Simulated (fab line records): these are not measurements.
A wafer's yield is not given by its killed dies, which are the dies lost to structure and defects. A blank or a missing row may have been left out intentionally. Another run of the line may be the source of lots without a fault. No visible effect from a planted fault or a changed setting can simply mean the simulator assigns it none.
One fault seen from 2 desks :: flow gf180mcu :: what lay behind the numbers comes last; until then each desk has only its own

METROLOGY DESK
What the gauges read for every lot (on any tool): the sampled wafers with a number, averaged. Any lot whose mean is over 4 standard deviations away from the usual mean is out of limits and marked OUT; that distance is given in the brackets.
Columns: A = TOP_METAL_OVL at GF_TOP_METAL_OVL_MEAS_15, usual 0.4 nm
lot: L420
first seen here: day 27 09:34
A: -0.6

lot: L421
first seen here: day 27 10:36
A: -0.1

lot: L422
first seen here: day 28 05:25
A: -0.3

lot: L423
first seen here: day 28 06:58
A: -0.1

lot: L424
first seen here: day 28 12:46
A: -1.1

lot: L425
first seen here: day 28 21:19
A: 0.1

lot: L426
first seen here: day 31 00:04
A: -0.4

lot: L427
first seen here: day 31 03:01
A: 3.0

lot: L428
first seen here: day 31 03:19
A: 1.3

lot: L431
first seen here: day 31 07:51
A: -0.0

lot: L434
first seen here: day 32 12:15
A: 0.2

lot: L436
first seen here: day 32 17:24
A: 1.4
Finding of this desk: none of the 12 lots has anything out of limits.

DESK OF THE TOOL OWNER: cmp-02
The tool's own readings at GF_CONTACT_CMP_27 (polishes, stops on SiO2, t overpolish 15 s, target thk 0 nm): means of the sampled wafers that have a number, for each lot that ran on this tool. Any lot whose mean is over 4 standard deviations away from the usual mean is out of limits and marked OUT; that distance is given in the brackets.
Columns: A = edge_zone_pressure_frac at GF_CONTACT_CMP_27, usual 1.001; B = motor_current_A at GF_CONTACT_CMP_27, usual 11.1 A; C = overpolish_run_s at GF_CONTACT_CMP_27, usual 14.999 s; D = time_to_endpoint_s at GF_CONTACT_CMP_27, usual 70 s
lot: L420
first seen here: day 15 07:42
A: 1.002
B: 10.9
C: 14.991
D: 75

lot: L422
first seen here: day 16 07:35
A: 1.001
B: 11.5
C: 15.000
D: 72

lot: L425
first seen here: day 17 00:33
A: 0.998
B: 10.7
C: 15.003
D: 72

lot: L426
first seen here: day 19 19:57
A: 0.998
B: 11.9
C: 15.002
D: 67

lot: L427
first seen here: day 19 23:35
A: 1.000
B: 11.3
C: 15.004
D: 66

lot: L428
first seen here: day 20 02:33
A: 1.006
B: 10.4
C: 15.003
D: 66

lot: L434
first seen here: day 21 22:08
A: 0.999
B: 11.7
C: 14.991
D: 76

lot: L436
first seen here: day 22 06:38
A: 1.006
B: 11.3
C: 14.999
D: 71
Finding of this desk: none of the 8 lots has anything out of limits.

BROUGHT TOGETHER
The metrology desk saw nothing out of limits.
Nothing out of limits was seen by the tool owner's desk.

WHAT HAD BEEN PUT IN BY THE SIMULATOR
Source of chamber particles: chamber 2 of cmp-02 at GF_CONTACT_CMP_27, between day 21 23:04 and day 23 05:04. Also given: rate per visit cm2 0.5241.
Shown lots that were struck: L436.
